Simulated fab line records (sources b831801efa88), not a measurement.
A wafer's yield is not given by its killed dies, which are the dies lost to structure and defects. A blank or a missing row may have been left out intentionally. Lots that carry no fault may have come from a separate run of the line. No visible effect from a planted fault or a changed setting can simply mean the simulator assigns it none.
Which tool did it? / flow sky130 / Sampling: 13 lots, 39 wafers, 5 of 708 route steps

## WHAT EACH GAUGE READ, for each wafer
SKY_PWDE_OVL_MEAS_07. Usual: for PWDE_OVL the level is -0.1 nm and the standard deviation is 1.5.
lot=L842; measured=day 4 01:21; on=overlay-01; PWDE_OVL (nm)=-1.9 -3.5 -1.4; flag=
lot=L843; measured=day 4 04:28; on=overlay-02; PWDE_OVL (nm)=0.6 -0.4 0.1; flag=
lot=L844; measured=day 4 11:49; on=overlay-02; PWDE_OVL (nm)=0.2 -1.2 -2.6; flag=
lot=L853; measured=day 6 17:19; on=overlay-02; PWDE_OVL (nm)=-0.3 0.1 -1.0; flag=
lot=L854; measured=day 6 21:05; on=overlay-01; PWDE_OVL (nm)=0.4 -0.5 0.5; flag=
lot=L856; measured=day 7 08:10; on=overlay-02; PWDE_OVL (nm)=3.0 2.0 2.0; flag=
lot=L858; measured=day 7 17:13; on=overlay-01; PWDE_OVL (nm)=2.0 -0.6 0.1; flag=
lot=L859; measured=day 7 23:41; on=overlay-01; PWDE_OVL (nm)=0.7 3.2 2.2; flag=
lot=L861; measured=day 8 12:16; on=overlay-01; PWDE_OVL (nm)=-1.2 2.7 1.1; flag=
lot=L860; measured=day 8 12:31; on=overlay-02; PWDE_OVL (nm)=0.6 -1.7 2.1; flag=
lot=L862; measured=day 9 03:02; on=overlay-01; PWDE_OVL (nm)=-0.3 1.1 -0.2; flag=
lot=L863; measured=day 9 06:11; on=overlay-01; PWDE_OVL (nm)=0.5 0.6 -0.5; flag=
lot=L864; measured=day 9 06:20; on=overlay-02; PWDE_OVL (nm)=0.8 1.8 0.3; flag=

SKY_POLY_GATE_THK_MEAS_01. Usual: for POLY_GATE_CVD_00_THK the level is 180.2 nm and the standard deviation is 1.7.
lot=L842; measured=day 14 00:50; on=film-metro-02; POLY_GATE_CVD_00_THK (nm)=182.6 180.9 182.3; flag=
lot=L843; measured=day 14 11:23; on=film-metro-02; POLY_GATE_CVD_00_THK (nm)=188.1 188.6 188.0; flag=OFF
lot=L844; measured=day 14 19:43; on=film-metro-04; POLY_GATE_CVD_00_THK (nm)=188.2 189.9 190.0; flag=OFF
lot=L853; measured=day 18 02:52; on=film-metro-02; POLY_GATE_CVD_00_THK (nm)=180.7 180.4 180.6; flag=
lot=L854; measured=day 18 10:45; on=film-metro-02; POLY_GATE_CVD_00_THK (nm)=182.7 183.0 182.0; flag=
lot=L856; measured=day 19 05:10; on=film-metro-01; POLY_GATE_CVD_00_THK (nm)=181.9 181.3 181.9; flag=
lot=L858; measured=day 19 21:35; on=film-metro-04; POLY_GATE_CVD_00_THK (nm)=180.7 181.5 181.2; flag=
lot=L859; measured=day 20 02:07; on=film-metro-01; POLY_GATE_CVD_00_THK (nm)=177.8 178.2 178.0; flag=
lot=L861; measured=day 20 22:04; on=film-metro-04; POLY_GATE_CVD_00_THK (nm)=179.7 177.9 180.8; flag=
lot=L860; measured=day 21 01:53; on=film-metro-02; POLY_GATE_CVD_00_THK (nm)=176.3 175.7 177.6; flag=
lot=L862; measured=day 21 22:05; on=film-metro-04; POLY_GATE_CVD_00_THK (nm)=177.2 177.2 178.5; flag=
lot=L863; measured=day 22 02:51; on=film-metro-04; POLY_GATE_CVD_00_THK (nm)=179.9 178.5 179.2; flag=
lot=L864; measured=day 22 04:38; on=film-metro-01; POLY_GATE_CVD_00_THK (nm)=180.3 180.7 179.6; flag=

SKY_SD_P_TW_MEAS_11. Usual: for SD_P_TW the level is 2835 and the standard deviation is 29.
lot=L842; measured=day 25 10:29; on=film-metro-01; SD_P_TW=2878 2891 2880; flag=
lot=L843; measured=day 25 22:14; on=film-metro-04; SD_P_TW=2811 2799 2799; flag=
lot=L844; measured=day 26 05:57; on=film-metro-04; SD_P_TW=2813 2824 2814; flag=
lot=L853; measured=day 29 17:54; on=film-metro-04; SD_P_TW=2813 2821 2813; flag=
lot=L854; measured=day 29 22:57; on=film-metro-02; SD_P_TW=2822 2819 2814; flag=
lot=L856; measured=day 30 13:55; on=film-metro-01; SD_P_TW=2854 2865 2876; flag=
lot=L858; measured=day 31 03:57; on=film-metro-04; SD_P_TW=2800 2798 2806; flag=
lot=L859; measured=day 31 07:01; on=film-metro-02; SD_P_TW=2820 2808 2811; flag=
lot=L861; measured=day 31 23:03; on=film-metro-02; SD_P_TW=2834 2816 2815; flag=
lot=L860; measured=day 32 09:33; on=film-metro-02; SD_P_TW=2813 2819 2815; flag=
lot=L862; measured=day 33 01:18; on=film-metro-04; SD_P_TW=2827 2839 2815; flag=
lot=L863; measured=day 33 06:38; on=film-metro-02; SD_P_TW=2810 2829 2829; flag=
lot=L864; measured=day 33 06:21; on=film-metro-04; SD_P_TW=2810 2821 2832; flag=

SKY_SD_N_RS_MEAS_17: a four-point-probe measurement. Usual: for SD_P_RS the level is 147.1 ohm/sq and the standard deviation is 0.32.
lot=L842; measured=day 27 20:25; on=film-metro-04; SD_P_RS (ohm/sq)=147.4 147.3 147.3; flag=
lot=L843; measured=day 28 07:57; on=film-metro-01; SD_P_RS (ohm/sq)=147.2 147.4 147.5; flag=
lot=L844; measured=day 28 15:56; on=film-metro-02; SD_P_RS (ohm/sq)=147.9 147.3 147.5; flag=
lot=L853; measured=day 32 00:29; on=film-metro-02; SD_P_RS (ohm/sq)=146.6 147.0 146.7; flag=
lot=L854; measured=day 32 04:48; on=film-metro-01; SD_P_RS (ohm/sq)=147.3 147.2 147.3; flag=
lot=L856; measured=day 32 19:37; on=film-metro-04; SD_P_RS (ohm/sq)=147.4 147.2 147.2; flag=
lot=L858; measured=day 33 12:08; on=film-metro-02; SD_P_RS (ohm/sq)=147.1 147.0 146.9; flag=
lot=L859; measured=day 33 13:52; on=film-metro-02; SD_P_RS (ohm/sq)=147.3 147.0 146.9; flag=
lot=L861; measured=day 34 05:35; on=film-metro-02; SD_P_RS (ohm/sq)=146.8 147.2 147.1; flag=
lot=L860; measured=day 34 16:05; on=film-metro-02; SD_P_RS (ohm/sq)=147.2 146.7 146.4; flag=
lot=L862; measured=day 35 06:10; on=film-metro-01; SD_P_RS (ohm/sq)=147.1 146.8 147.0; flag=
lot=L863; measured=day 35 11:31; on=film-metro-02; SD_P_RS (ohm/sq)=146.4 147.3 146.4; flag=
lot=L864; measured=day 35 11:12; on=film-metro-01; SD_P_RS (ohm/sq)=147.3 146.8 147.1; flag=

## TOOL THAT RAN EACH LOT (tool first, then ch and the chambers of the sampled wafers, then the start)
lot=L842; SKY_POLY_GATE_CVD_00=lpcvd-01 ch 0, day 13 23:38
lot=L843; SKY_POLY_GATE_CVD_00=lpcvd-01 ch 1, day 14 10:11
lot=L844; SKY_POLY_GATE_CVD_00=lpcvd-01 ch 1, day 14 18:31
lot=L853; SKY_POLY_GATE_CVD_00=lpcvd-01 ch 1, day 18 01:40
lot=L854; SKY_POLY_GATE_CVD_00=lpcvd-01 ch 0, day 18 09:33
lot=L856; SKY_POLY_GATE_CVD_00=lpcvd-01 ch 0, day 19 03:57
lot=L858; SKY_POLY_GATE_CVD_00=lpcvd-01 ch 1, day 19 20:23
lot=L859; SKY_POLY_GATE_CVD_00=lpcvd-01 ch 1, day 20 00:54
lot=L861; SKY_POLY_GATE_CVD_00=lpcvd-01 ch 1, day 20 20:52
lot=L860; SKY_POLY_GATE_CVD_00=lpcvd-01 ch 0, day 21 00:41
lot=L862; SKY_POLY_GATE_CVD_00=lpcvd-01 ch 1, day 21 20:53
lot=L863; SKY_POLY_GATE_CVD_00=lpcvd-01 ch 1, day 22 01:38
lot=L864; SKY_POLY_GATE_CVD_00=lpcvd-01 ch 0, day 22 02:50
- SKY_POLY_GATE_CVD_00: deposits poly-Si, target thk 180 nm, time 720 s.

## AS READ BY THE TOOLS THEMSELVES (means over the sampled wafers that have a number; for cases with no such wafer, the mark the record gives instead)
SKY_POLY_GATE_CVD_00. Usual: spike-tc-top-C at 637 C, with a standard deviation of 4.3.
lot=L842; tool=lpcvd-01; spike-tc-top-C (C)=633; flag=
lot=L843; tool=lpcvd-01; spike-tc-top-C (C)=640; flag=
lot=L844; tool=lpcvd-01; spike-tc-top-C (C)=642; flag=
lot=L853; tool=lpcvd-01; spike-tc-top-C (C)=641; flag=
lot=L854; tool=lpcvd-01; spike-tc-top-C (C)=631; flag=
lot=L856; tool=lpcvd-01; spike-tc-top-C (C)=632; flag=
lot=L858; tool=lpcvd-01; spike-tc-top-C (C)=641; flag=
lot=L859; tool=lpcvd-01; spike-tc-top-C (C)=639; flag=
lot=L861; tool=lpcvd-01; spike-tc-top-C (C)=641; flag=
lot=L860; tool=lpcvd-01; spike-tc-top-C (C)=631; flag=
lot=L862; tool=lpcvd-01; spike-tc-top-C (C)=642; flag=
lot=L863; tool=lpcvd-01; spike-tc-top-C (C)=641; flag=
lot=L864; tool=lpcvd-01; spike-tc-top-C (C)=633; flag=

## THE ANSWER, worked out from the rows above alone
Rule: take the mean of a lot's wafers that have a number; if it is more than 3 standard deviations from the usual mean, the lot is off. A lot without any number at a reading at which 4 lots or more have one is off too. The other lots that the step has rows for count as sound. After the gauges, taken in route order, come the tools' own readings; for these a lot's mean is taken, as printed above. The first step at which some lot is off is used, and at that step the reading that is off furthest; a lot without a number counts as furthest.
Off: L843, L844, at SKY_POLY_GATE_THK_MEAS_01 (POLY_GATE_CVD_00_THK).
A tool fits if, at a process step before that reading, it ran every lot that is off, and no sound lot after the first of them. The gauges at SKY_POLY_GATE_THK_MEAS_01 are tried like those tools. Not one of the candidates tried fits.

## WHAT THE SIMULATOR HAD PUT IN
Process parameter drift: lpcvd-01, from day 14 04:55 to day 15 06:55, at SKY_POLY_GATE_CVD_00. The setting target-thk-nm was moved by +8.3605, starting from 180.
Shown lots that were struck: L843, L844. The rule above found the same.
